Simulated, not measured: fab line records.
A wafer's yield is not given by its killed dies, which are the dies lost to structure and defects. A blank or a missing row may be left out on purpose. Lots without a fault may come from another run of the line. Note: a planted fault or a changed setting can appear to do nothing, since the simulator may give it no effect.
fab line records ; flow sky130 ; part 2 of 2: steps 31 to 44 of 44
[record] lots = 5; wafers = 15; lastDay = 50
route steps=708 shown CAPM@543 METAL3@555 VIA3@573
lots that met no fault: taken from a fault-free run of the same line
startH: hours from the record's opening day to when the first of the lot's shown wafers began ; waitH: hours elapsed since this lot's preceding step ; " repeats the value in the row above ; L1.1+2: a row that stands for several wafers ; - no value, or no start was given ; * or withheld: withheld ; < > ~ a bound
route shown NAME@n: a module of which the file shows steps, and the number in the route of the first ; usual: mean/standard deviation of fault-free wafers ; same: alike in all rows ; chamber/n: place in a boat ; sites: each site's reading ; _std_site: their standard deviation ; _edge_site: inner sites' mean taken away from outer sites' mean ; radiusMm: how far each site lies from the wafer's centre ; mask NAME#n: copy n ; behind: the last tool/chamber to shape the wafer ; hold: the reason the lot was held/the length of the hold in hours/how it ended ; device: which transistor (n, p or np) failed to switch ; end of line: the same wafers' tests at the end of the route ; a step with no rows: only its recipe ; killed: dies that structure and defects cost at the first sort, which is not the same as the wafer's yield ; map: per-die view of a wafer (x killed, . not killed, _ where there is no die)
set.NAME: setting as actually run; set.NAME@STEP: the setting as run at that earlier step ; model.NAME: the simulator's own value behind a step, which no gauge read
lots at some steps of the route; a table a step, a row a wafer
services: a tool's chamber out of use, with start hour (startH, from the record's first day; less than 0 if before it), hours out, and reason
[[steps]]
[step SKY_VIA3_HDPCVD_00]
[recipe] material = SiO2; targetThkNm = 1635; sigmaOpenFrac = 0.3; timeS = 272.5; tempC = 400; sih4FlowSccm = 60; pressureMtorr = 6
lot.wafer;tool;chamber;startH;waitH
L079.1+4+6;hdpcvd-01;0,0,2;946.10;0.0
L085.2+3+4;hdpcvd-02;0,1,0;993.98;0.0
L091.1+3+4;hdpcvd-01;0,2,0;1020.85;0.0
L095.1+2+4;hdpcvd-02;0,2,0;1047.64;0.0
L097.1+3+5;hdpcvd-01;1,2,0;1050.20;0.0
[step SKY_VIA3_THK_MEAS_01]
[recipe] reads = SiO2_of_VIA3_HDPCVD_00
[usual] VIA3_HDPCVD_THK = 1623/21
lot.wafer;tool;chamber;startH;waitH;VIA3_HDPCVD_THK[nm]
L079.1;filmMetro-04;-;946.35;0.2;1649
L079.4;filmMetro-04;-;946.35;0.2;1653
L079.6;filmMetro-04;-;946.35;0.2;1606
L085.2;filmMetro-01;-;994.16;0.1;1670
L085.3;filmMetro-01;-;994.16;0.1;1642
L085.4;filmMetro-01;-;994.16;0.1;1656
L091.1;filmMetro-01;-;1021.02;0.1;1598
L091.3;filmMetro-01;-;1021.02;0.1;1602
L091.4;filmMetro-01;-;1021.02;0.1;1614
L095.1;filmMetro-03;-;1047.81;0.1;1617
L095.2;filmMetro-03;-;1047.81;0.1;1617
L095.4;filmMetro-03;-;1047.81;0.1;1626
L097.1;filmMetro-01;-;1050.37;0.1;1609
L097.3;filmMetro-01;-;1050.37;0.1;1611
L097.5;filmMetro-01;-;1050.37;0.1;1612
[step SKY_VIA3_CMP_02]
[recipe] material = SiO2; downForcePsi = 4; platenRpm = 60; padVelocityMS = 0.94248
[usual] motorCurrentA = 12.8/1.1
lot.wafer;tool;chamber;startH;waitH;motorCurrentA
L079.4;cmp-02;1;947.81;1.4;13.7
L079.1;cmp-02;3;947.81;1.4;12.7
L079.6;cmp-02;0;947.81;1.4;14.1
L085.2;cmp-01;1;994.21;0.0;11.8
L085.3;cmp-01;3;994.21;0.0;11.2
L085.4;cmp-01;0;994.21;0.0;11.8
L091.4;cmp-01;1;1021.08;0.0;12.1
L091.1;cmp-01;2;1021.08;0.0;13.6
L091.3;cmp-01;0;1021.08;0.0;12.1
L095.4;cmp-02;0;1047.87;0.0;13.9
L095.1;cmp-02;2;1047.87;0.0;11.5
L095.2;cmp-02;3;1047.87;0.0;12.5
L097.3;cmp-01;0;1050.53;0.1;12.2
L097.1;cmp-01;1;1050.53;0.1;12.3
L097.5;cmp-01;3;1050.53;0.1;11.5
[step SKY_VIA3_BOW_MEAS_03]
[recipe] mode = bow
[usual] VIA3_BOW = 80/7.5
lot.wafer;tool;chamber;startH;waitH;VIA3_BOW[um]
L079.1;filmMetro-03;-;948.06;0.1;77
L079.4;filmMetro-03;-;948.06;0.1;75
L079.6;filmMetro-03;-;948.06;0.1;86
L085.2;filmMetro-01;-;994.53;0.3;84
L085.3;filmMetro-01;-;994.53;0.3;79
L085.4;filmMetro-01;-;994.53;0.3;73
L091.1;filmMetro-04;-;1021.38;0.2;79
L091.3;filmMetro-04;-;1021.38;0.2;77
L091.4;filmMetro-04;-;1021.38;0.2;67
L095.1;filmMetro-01;-;1048.17;0.1;79
L095.2;filmMetro-01;-;1048.17;0.1;70
L095.4;filmMetro-01;-;1048.17;0.1;82
L097.1;filmMetro-01;-;1050.73;0.1;72
L097.3;filmMetro-01;-;1050.73;0.1;80
L097.5;filmMetro-01;-;1050.73;0.1;84
[step SKY_VIA3_DEHYDRATE_04]
[recipe] tempC = 200; timeS = 60
lot.wafer;tool;chamber;startH;waitH
L079.1+4+6;lithoTrack-02;0;959.53;11.5
L085.2+3+4;lithoTrack-02;0;1004.96;10.4
L091.1+3+4;lithoTrack-03;0;1032.17;10.8
L095.1+2+4;lithoTrack-02;0;1059.08;10.9
L097.1+3+5;lithoTrack-01;0;1062.28;11.5
[step SKY_VIA3_HMDS_05]
[recipe] primeTimeS = 60; primeTempC = 120
lot.wafer;tool;chamber;startH;waitH
L079.1+4+6;lithoTrack-02;0;959.68;0.1
L085.2+3+4;lithoTrack-02;0;1005.11;0.1
L091.1+3+4;lithoTrack-03;0;1032.32;0.1
L095.1+2+4;lithoTrack-02;0;1059.23;0.1
L097.1+3+5;lithoTrack-01;0;1062.43;0.1
[step SKY_VIA3_COAT_06]
[recipe] resist = BARC; tempC = withheld; timeS = withheld; spinRpm = 3000; resistThkNm = 60
lot.wafer;tool;chamber;startH;waitH
L079.1+4+6;lithoTrack-02;0;959.83;0.1
L085.2+3+4;lithoTrack-02;0;1005.26;0.1
L091.1+3+4;lithoTrack-03;0;1032.47;0.1
L095.1+2+4;lithoTrack-02;0;1059.38;0.1
L097.1+3+5;lithoTrack-01;0;1062.58;0.1
[step SKY_VIA3_COAT_07]
[recipe] resist = KrF-thick; spinRpm = 3000; resistThkNm = 450
lot.wafer;tool;chamber;startH;waitH
L079.1+4+6;lithoTrack-02;0;-;-
L085.2+3+4;lithoTrack-02;0;-;-
L091.1+3+4;lithoTrack-03;0;-;-
L095.1+2+4;lithoTrack-02;0;-;-
L097.1+3+5;lithoTrack-01;0;-;-
[step SKY_VIA3_SOFTBAKE_08]
[recipe] tempC = 100; timeS = 90; resist = KrF-thick
lot.wafer;tool;chamber;startH;waitH
L079.1+4+6;lithoTrack-02;0;-;-
L085.2+3+4;lithoTrack-02;0;-;-
L091.1+3+4;lithoTrack-03;0;-;-
L095.1+2+4;lithoTrack-02;0;-;-
L097.1+3+5;lithoTrack-01;0;-;-
[step SKY_VIA3_EXPOSE_09]
[recipe] maskId = VIM3; na = 0.8; sourceShape = annular; sigmaInner = 0.55; sigmaOuter = 0.85; targetCdNm = 200; doseMj = 38
[usual] exposureDoseMJCm2 = 38.2/0.34
lot.wafer;tool;chamber;startH;waitH;mask;exposureDoseMJCm2
L079.1;krfScanner-01;0;-;-;VIM3#0;38.6
L079.4;krfScanner-01;0;-;-;VIM3#0;38.7
L079.6;krfScanner-01;0;-;-;VIM3#0;38.6
L085.2;krfScanner-01;0;-;-;VIM3#0;38.5
L085.3;krfScanner-01;0;-;-;VIM3#0;38.5
L085.4;krfScanner-01;0;-;-;VIM3#0;38.5
L091.1;krfScanner-01;0;-;-;VIM3#0;38.6
L091.3;krfScanner-01;0;-;-;VIM3#0;38.6
L091.4;krfScanner-01;0;-;-;VIM3#0;38.6
L095.1;krfScanner-02;0;-;-;VIM3#0;37.9
L095.2;krfScanner-02;0;-;-;VIM3#0;37.9
L095.4;krfScanner-02;0;-;-;VIM3#0;37.9
L097.1;krfScanner-02;0;-;-;VIM3#0;37.9
L097.3;krfScanner-02;0;-;-;VIM3#0;37.9
L097.5;krfScanner-02;0;-;-;VIM3#0;37.9
[step SKY_VIA3_PEB_10]
[recipe] pebTempC = withheld; pebTimeS = withheld; resist = KrF-thick
lot.wafer;tool;chamber;startH;waitH
L079.1+4+6;lithoTrack-02;0;-;-
L085.2+3+4;lithoTrack-03;0;-;-
L091.1+3+4;lithoTrack-01;0;-;-
L095.1+2+4;lithoTrack-03;0;-;-
L097.1+3+5;lithoTrack-01;0;-;-
[step SKY_VIA3_DEVELOP_11]
[recipe] developTimeS = 60; resist = KrF-thick; devTempC = 21
lot.wafer;tool;chamber;startH;waitH
L079.1+4+6;lithoTrack-02;0;-;-
L085.2+3+4;lithoTrack-03;0;-;-
L091.1+3+4;lithoTrack-01;0;-;-
L095.1+2+4;lithoTrack-03;0;-;-
L097.1+3+5;lithoTrack-01;0;-;-
[step SKY_VIA3_CD_MEAS_12]
[recipe] targetCdNm = 200
[usual] cdNm = 200.7/1.5
lot.wafer;tool;chamber;startH;waitH;cdNm
L079.1;cdSem-01;-;971.43;-;200.6
L079.4;cdSem-01;-;971.43;-;201.0
L079.6;cdSem-01;-;971.43;-;200.9
L085.2;cdSem-02;-;1018.14;-;200.9
L085.3;cdSem-02;-;1018.14;-;201.6
L085.4;cdSem-02;-;1018.14;-;201.5
L091.1;cdSem-01;-;1043.47;-;199.8
L091.3;cdSem-01;-;1043.47;-;200.8
L091.4;cdSem-01;-;1043.47;-;200.4
L095.1;cdSem-01;-;1069.77;-;200.1
L095.2;cdSem-01;-;1069.77;-;199.5
L095.4;cdSem-01;-;1069.77;-;198.5
L097.1;cdSem-02;-;1072.98;-;198.9
L097.3;cdSem-02;-;1072.98;-;199.6
L097.5;cdSem-02;-;1072.98;-;197.9
[step SKY_VIA3_OVL_MEAS_13]
[usual] VIA3_OVL = -1/5.7
lot.wafer;tool;chamber;startH;waitH;VIA3_OVL[nm]
L079.1;overlay-02;-;971.55;0.1;1
L079.4;overlay-02;-;971.55;0.1;-7
L079.6;overlay-02;-;971.55;0.1;-8
L085.2;overlay-02;-;1018.25;0.1;1
L085.3;overlay-02;-;1018.25;0.1;-6
L085.4;overlay-02;-;1018.25;0.1;11
L091.1;overlay-01;-;1043.59;0.1;0
L091.3;overlay-01;-;1043.59;0.1;-6
L091.4;overlay-01;-;1043.59;0.1;-9
L095.1;overlay-02;-;1069.89;0.1;0
L095.2;overlay-02;-;1069.89;0.1;1
L095.4;overlay-02;-;1069.89;0.1;8
L097.1;overlay-02;-;1073.10;0.1;2
L097.3;overlay-02;-;1073.10;0.1;-2
L097.5;overlay-02;-;1073.10;0.1;-13
[[services]]
tool;chamber;startH;hours;kind
krfScanner-01;-;884.78;0.8;pm
hdpcvd-01;2;887.34;6.7;repair
plasmaAsher-04;-;899.54;2.0;repair
cmp-01;-;912.00;4.0;pm
hdpcvd-01;1;919.21;43.3;repair
ilineStepper-01;-;923.85;1.7;pm
krfScanner-01;-;924.37;0.3;repair
rieDiel-02;0;945.26;8.0;repair
plasmaAsher-03;-;949.01;3.4;repair
ilineStepper-01;-;953.85;0.8;repair
krfScanner-02;-;968.39;0.8;pm
rieMetal-04;0;983.52;15.0;repair
wetBench-02;-;994.42;1.9;pm
plasmaAsher-04;-;995.02;4.6;repair
plasmaAsher-04;-;997.23;2.9;repair
krfScanner-02;-;999.16;1.3;pm
plasmaAsher-04;-;1012.32;2.8;pm
krfScanner-01;-;1022.32;0.7;repair
krfScanner-01;-;1023.02;1.0;pm
rieMetal-04;1;1036.91;4.8;repair
krfScanner-01;-;1037.69;1.3;pm
krfScanner-01;-;1046.73;34.6;repair
rieMetal-04;-;1063.36;1.3;repair
ilineStepper-01;-;1072.50;4.4;pm
